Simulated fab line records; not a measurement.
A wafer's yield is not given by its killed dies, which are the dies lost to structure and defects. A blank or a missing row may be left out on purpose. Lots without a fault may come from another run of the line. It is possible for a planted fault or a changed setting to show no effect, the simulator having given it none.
A single fault, viewed from 2 desks -- flow sfq_line -- every desk sees just its own numbers, and what lay behind them comes last

## METROLOGY DESK
What the gauges read for every lot (on any tool): the sampled wafers with a number, averaged. Marked OUT: a lot whose mean sits more than 4 standard deviations from the usual mean, which makes it out of limits; the brackets give that distance.
Columns: A = L0V_OVL at SFQ_L0V_OVL_MEAS_903, usual -1 nm; B = M0_NB_RS at SFQ_M0_RS_MEAS_904, usual 0.888 ohm/sq; C = M0_OVL at SFQ_M0_OVL_MEAS_906, usual -1 nm; D = I0_BOW at SFQ_I0_BOW_MEAS_907, usual 0 um; E = I0_OVL at SFQ_I0_OVL_MEAS_908, usual -1 nm; F = M8_BOW at SFQ_M8_BOW_MEAS_951, usual 9 um
lot,first seen here,A,B,C,D,E,F
L222,day 7 00:19,-0,0.890,-4,4,4,4
L230,day 9 02:11,8,0.890,-2,-1,-3,11
L235,day 9 21:23,3,0.877,5,3,-2,14
L238,day 11 16:35,-10,0.999 (+13) OUT,1,4,1,4
L241,day 12 19:00,-1,0.955 (+7.6) OUT,3,1,-3,6
L245,day 14 09:11,2,0.886,-3,-5,-3,-4
This desk's result: L238, L241 out of limits, first on L238 (M0_NB_RS at SFQ_M0_RS_MEAS_904), day 11 17:37. L222, L230, L235, L245: within limits.

## FOR THE TOOL OWNER'S DESK: pvd_sputter-05
The tool's own readings at SFQ_TRILAYER_M0_DEP_SPUTTER_019 (material Nb, target thk 200 nm, time 133.3 s): means of the sampled wafers that have a number, for each lot that ran on this tool. Marked OUT: a lot whose mean sits more than 4 standard deviations from the usual mean, which makes it out of limits; the brackets give that distance.
Columns: A = cathode_dc_power_W at SFQ_TRILAYER_M0_DEP_SPUTTER_019, usual 2000.0 W; B = substrate_temp_c at SFQ_TRILAYER_M0_DEP_SPUTTER_019, usual 20.00 C; C = throttle_valve_pct at SFQ_TRILAYER_M0_DEP_SPUTTER_019, usual 30.0 %
lot,first seen here,A,B,C
L235,day 9 22:19,1999.9,19.97,29.3
L238,day 11 17:31,2000.3,19.94,29.9
L241,day 12 19:55,2000.2,20.04,29.6
Finding of this desk: none of the 3 lots has anything out of limits.

## BROUGHT TOGETHER
On L238, L241, the metrology desk was in a position to raise an alarm at day 11 17:37.
Nothing out of limits was seen by the tool owner's desk.
The tool owner's desk has L238, L241 on record, within its limits.
All the named lots went through SFQ_TRILAYER_M0_DEP_SPUTTER_019 on pvd_sputter-05.

## WHAT THE SIMULATOR PUT IN
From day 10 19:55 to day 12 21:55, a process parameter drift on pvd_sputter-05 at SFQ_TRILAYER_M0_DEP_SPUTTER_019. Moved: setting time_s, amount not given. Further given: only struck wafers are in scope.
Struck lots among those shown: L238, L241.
Time in hours between the start of the fault and the first out-of-limits reading at each desk: metrology desk, 22.
